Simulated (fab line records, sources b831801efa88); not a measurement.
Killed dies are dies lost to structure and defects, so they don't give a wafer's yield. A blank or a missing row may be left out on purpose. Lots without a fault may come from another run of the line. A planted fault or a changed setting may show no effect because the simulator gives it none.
Which tool did it? | flow gf180mcu | 12 lots, 36 wafers sampled, at 1 step of a route of 602

WHAT THE GAUGES READ, wafer by wafer
GF_M3_THK_MEAS_06: measures by xrf.
lot  | measured     | on            | M3_ALCU_THK (nm)
L075 | day 20 16:26 | film_metro-01 | 436 450 441
L077 | day 21 10:54 | film_metro-03 | 462 459 459
L079 | day 22 17:37 | film_metro-01 | 451 444 455
L083 | day 23 23:56 | film_metro-01 | 460 453 446
L082 | day 24 01:48 | film_metro-03 | 444 450 446
L085 | day 24 20:56 | film_metro-04 | 447 457 446
L088 | day 25 04:26 | film_metro-04 | 460 464 455
L091 | day 25 21:49 | film_metro-03 | 456 454 458
L090 | day 26 02:37 | film_metro-03 | 453 455 452
L093 | day 26 16:01 | film_metro-01 | 456 454 440
L095 | day 27 02:02 | film_metro-04 | 450 458 460
L097 | day 27 16:16 | film_metro-04 | 437 451 437

WHICH TOOL RAN EACH LOT (tool, then ch and the chambers of the sampled wafers, then the start)
The record holds no process step before these readings.

THE ANSWER, worked out from the rows above alone
Rule: what is usual is taken from the lots themselves. Put in order of their means at a reading, lots are off if they are a third of the lots or fewer, leave a main group of 4 or more, and stand apart from it by a gap of 3 or more times the standard deviation of the main group's means; of several such gaps the widest counts. A main group whose means are all the same, to the digits that the tables above print for the reading, isn't used. A lot without any number at a reading at which 4 lots or more have one is off too. The other lots that the step has rows for count as sound.
No lot is off at any reading shown: from this, nothing can be told.

WHAT THE SIMULATOR HAD PUT IN
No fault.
